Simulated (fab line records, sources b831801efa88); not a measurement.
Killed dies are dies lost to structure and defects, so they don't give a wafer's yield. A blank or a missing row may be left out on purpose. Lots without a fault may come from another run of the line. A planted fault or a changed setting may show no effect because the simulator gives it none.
A struck lot beside a sound one | flow sky130 | 15 steps out of a route of 708
Sound: wafers L389.1, L389.2, L389.3. Struck: wafers L392.1, L392.6. (L392.4 of the same lot was not struck and is left out.) The cause comes at the end.
At each step with rows: each side's tool, then ch and its chambers, then its first start. Under that, the readings that differ: sound wafers | struck wafers | difference of the means | sigmas: that difference in standard deviations of wafers without a fault.
alike: readings whose means differ by less than 2 such deviations, and words and numbers that are the same on both sides. not compared: withheld readings, readings that some wafer has no value for, bounds like >300 that may hide the same value, and numbers for which the record gives no deviation and whose values overlap.
The two part at a step that has a row with sigmas, a row that says differs or no value, or rows on one side only. Numbers that don't overlap but have no deviation are shown without sigmas and don't part them. A reading that every wafer of one side lacks parts them only if that side has two wafers or more.

first, 1 step without rows for these wafers: SKY_VIA3_ETCH_14 (etches BARC in N2/H2, stops on SiO2, time 45.9 s, target depth 60 nm).
SKY_VIA3_ETCH_15: etches SiO2 in C4F8/O2/Ar, stops on TiN, target depth 507 nm, time 78 s.
  sound on rie_diel-03 ch 0,1,2, day 42 18:11; struck on rie_diel-01 ch 3, day 43 13:03
  alike: oes_product_au
  not compared: rf_hours_counter_h
SKY_VIA3_STRIP_16: strips in O2/N2.
  sound on plasma_asher-01 ch 0,1, day 42 18:14; struck on plasma_asher-01 ch 1, day 43 13:07
  alike: drypump_motor_current_A, oes_product_au, strip_time_to_endpoint_s
  not compared: rf_hours_counter_h
then, 3 steps without rows for these wafers: SKY_VIA3_STRIP_17 (strips in post etch residue remover, time 1200 s); SKY_VIA3_CLEAN_18 (cleans in IPA, time 180 s); SKY_VIA3_CLEAN_19 (cleans in O3/DIW).
SKY_VIA3_SPUTTER_20: material TiN, target thk 20 nm, time 80 s.
  sound on pvd_sputter-02, day 42 18:50; struck on pvd_sputter-01, day 43 13:43
  alike: cathode_dc_power_W, throttle_valve_pct
then, 1 step without rows for these wafers: SKY_VIA3_CVD_21 (deposits W, target thk 390 nm, time 117.31 s).
SKY_VIA3_RS_MEAS_22: measures by four-point-probe.
  sound on film_metro-02, day 42 19:04; struck on film_metro-01, day 43 13:54
  reading            | sound                | struck        | difference | sigmas
  VIA3_W_RS (ohm/sq) | 0.2954 0.2938 0.2924 | 0.2868 0.2887 | -0.0061    | -2
SKY_VIA3_THK_MEAS_23: measures by xrf.
  sound on film_metro-02, day 42 19:11; struck on film_metro-01, day 43 14:01
  reading         | sound       | struck  | difference | sigmas
  VIA3_W_THK (nm) | 389 391 394 | 406 405 | +14        | +2
SKY_VIA3_CMP_24: polishes, stops on SiO2, t overpolish 20 s, target thk 0 nm.
  sound on cmp-02 ch 0,1,2, day 42 19:22; struck on cmp-01 ch 0,2, day 43 14:05
  alike: motor_current_A, overpolish_run_s, time_to_endpoint_s
then, 1 step without rows for these wafers: SKY_METAL4_SPUTTER_00 (material Ti, target thk 15 nm, time 10 s).
SKY_METAL4_SPUTTER_01: material TiN, target thk 20 nm, time 16.7 s.
  sound on pvd_sputter-03, day 42 19:42; struck on pvd_sputter-03, day 43 14:24
  reading                                    | sound             | struck      | difference | sigmas
  model.TiN_of_METAL4_SPUTTER_01.thk_nm (nm) | 19.91 20.22 20.14 | 9.559 9.887 | -10.367    |
  alike: cathode_dc_power_W, throttle_valve_pct
SKY_METAL4_SPUTTER_02: material AlCu, target thk 735 nm, time 39.1 s.
  sound on pvd_sputter-03, day 42 19:43; struck on pvd_sputter-03, day 43 14:26
  alike: cathode_dc_power_W, throttle_valve_pct
then, 1 step without rows for these wafers: SKY_PAD_OPEN_PROBE_99.

WHERE THEY PART
First at SKY_VIA3_RS_MEAS_22; last, within this record, at SKY_VIA3_THK_MEAS_23. Later steps at which nothing parts them and some readings are alike: SKY_VIA3_CMP_24, SKY_METAL4_SPUTTER_01, SKY_METAL4_SPUTTER_02.

WHY: what the simulator had put in
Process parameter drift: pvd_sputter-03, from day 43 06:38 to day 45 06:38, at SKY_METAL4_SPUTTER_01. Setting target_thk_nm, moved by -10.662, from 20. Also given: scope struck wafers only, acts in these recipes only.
